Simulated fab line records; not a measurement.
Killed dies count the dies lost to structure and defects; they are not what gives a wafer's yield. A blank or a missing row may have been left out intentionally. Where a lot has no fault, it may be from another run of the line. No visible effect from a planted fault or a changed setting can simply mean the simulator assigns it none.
Check for tools in common -- flow sky130 -- Lots sampled 14, wafers sampled 42

## REASON IT WAS OPENED
2 of 14 lots carry a flag on the reading VT_ADJUST_LVTN_TW at SKY_VT_ADJUST_LVTN_TW_MEAS_10. Fault-free wafers read 240.1, with a standard deviation of 1.3.
Rule: a lot gets a flag if all its wafers with a number sit over 4 standard deviations from that mean, or if no wafer of it has a number. The rest of the lots are taken to be sound.

lot,measured,on,"VT_ADJUST_LVTN_TW, wafer by wafer",flag
L550,day 7 06:29,filmMetro-03,238.2 240.6 241.0,
L551,day 7 14:27,filmMetro-02,240.6 241.6 241.3,
L554,day 8 08:09,filmMetro-02,239.6 239.4 238.9,
L555,day 8 15:05,filmMetro-02,239.2 239.0 239.5,
L556,day 8 18:35,filmMetro-03,242.0 242.3 240.3,
L557,day 9 00:28,filmMetro-01,238.1 238.1 238.2,
L560,day 9 19:07,filmMetro-01,1340.7 1346.9 1339.9,FLAGGED
L561,day 10 04:16,filmMetro-02,1354.0 1356.7 1361.7,FLAGGED
L566,day 11 15:51,filmMetro-02,241.1 242.0 241.5,
L568,day 12 00:53,filmMetro-01,238.4 237.9 238.8,
L569,day 12 06:01,filmMetro-02,239.2 239.1 239.2,
L570,day 12 15:52,filmMetro-01,238.4 238.2 239.0,
L571,day 13 01:26,filmMetro-03,240.6 241.0 240.0,
L572,day 13 05:11,filmMetro-03,240.9 239.4 241.2,
Flagged lots average 1350.0: +1109.9 relative to the usual, that is +99 or more standard deviations.

## LOT BY LOT: THE TOOL USED
2 process steps preceding the reading are held in the record, out of 708 steps in the route. Every cell lists first the tool, next ch and the chambers used by the sampled wafers, and last the start.
lot,flag,SKY_FIELD_ISO_ETCH_15,SKY_VT_ADJUST_HVTP_COAT_02
L550,,"rieDiel-01 ch 0,1, day 2 10:35","lithoTrack-01 ch 0, day 6 01:08"
L551,,"rieDiel-02 ch 0,2,3, day 2 16:38","lithoTrack-03 ch 0, day 6 08:37"
L554,,"rieDiel-03 ch 0,2,3, day 3 06:56","lithoTrack-03 ch 0, day 7 01:31"
L555,,"rieDiel-02 ch 0,3, day 3 13:23","lithoTrack-03 ch 0, day 7 08:32"
L556,,"rieDiel-03 ch 1,2, day 3 19:23","lithoTrack-04 ch 0, day 7 12:00"
L557,,"rieDiel-03 ch 0,1,2, day 3 22:14","lithoTrack-01 ch 0, day 7 17:28"
L560,FLAGGED,"rieDiel-03 ch 2,3, day 4 14:32","lithoTrack-03, day 8 11:22"
L561,FLAGGED,"rieDiel-03 ch 1,3, day 4 20:31","lithoTrack-01, day 8 20:22"
L566,,"rieDiel-03 ch 0,1,2, day 5 21:38","lithoTrack-03 ch 0, day 10 04:43"
L568,,"rieDiel-02 ch 0,1,3, day 6 06:37","lithoTrack-03 ch 0, day 10 12:38"
L569,,"rieDiel-03 ch 0,1,2, day 6 13:16","lithoTrack-04 ch 0, day 10 17:19"
L570,,"rieDiel-03 ch 0,3, day 6 19:23","lithoTrack-01 ch 0, day 11 02:02"
L571,,"rieDiel-02 ch 0,3, day 7 02:16","lithoTrack-04 ch 0, day 11 12:06"
L572,,"rieDiel-03 ch 1,2,3, day 7 03:49","lithoTrack-03 ch 0, day 11 14:37"
What the steps here do:
- SKY_FIELD_ISO_ETCH_15: etches the open film in CHF3/O2, stops on Si, target depth 180 nm, time 72 s.
- SKY_VT_ADJUST_HVTP_COAT_02: resist thk 1140 nm.
- SKY_VT_ADJUST_LVTN_TW_MEAS_10

## FLAGGED OVER TOTAL, TOOL BY TOOL (the gauges that took the reading come last)
step,tool,lots run,flagged,share of the flagged lots,sound lots run after its first flagged lot
SKY_FIELD_ISO_ETCH_15,rieDiel-01,1,0,none,-
SKY_FIELD_ISO_ETCH_15,rieDiel-02,4,0,none,-
SKY_FIELD_ISO_ETCH_15,rieDiel-03,9,2,all,"4 (L566,L569,L570,L572)"
SKY_VT_ADJUST_HVTP_COAT_02,lithoTrack-01,4,1,some,1 (L570)
SKY_VT_ADJUST_HVTP_COAT_02,lithoTrack-03,7,1,some,"3 (L566,L568,L572)"
SKY_VT_ADJUST_HVTP_COAT_02,lithoTrack-04,3,0,none,-
SKY_VT_ADJUST_LVTN_TW_MEAS_10,filmMetro-01,4,1,some,"2 (L568,L570)"
SKY_VT_ADJUST_LVTN_TW_MEAS_10,filmMetro-02,6,1,some,"2 (L566,L569)"
SKY_VT_ADJUST_LVTN_TW_MEAS_10,filmMetro-03,4,0,none,-

## WHAT THE TABLE PERMITS
1 row of the table ran every flagged lot: rieDiel-03 at SKY_FIELD_ISO_ETCH_15.
- rieDiel-03 at SKY_FIELD_ISO_ETCH_15 ran 9 lots, 2 of them flagged. Sound lots followed the first flagged one (L566, L569, L570, L572) on it, something a lasting fault affecting the whole tool could not allow.
None of the table's rows ran every flagged lot and, after the first, no sound lot.

## WHAT THE SIMULATOR HAD INSERTED
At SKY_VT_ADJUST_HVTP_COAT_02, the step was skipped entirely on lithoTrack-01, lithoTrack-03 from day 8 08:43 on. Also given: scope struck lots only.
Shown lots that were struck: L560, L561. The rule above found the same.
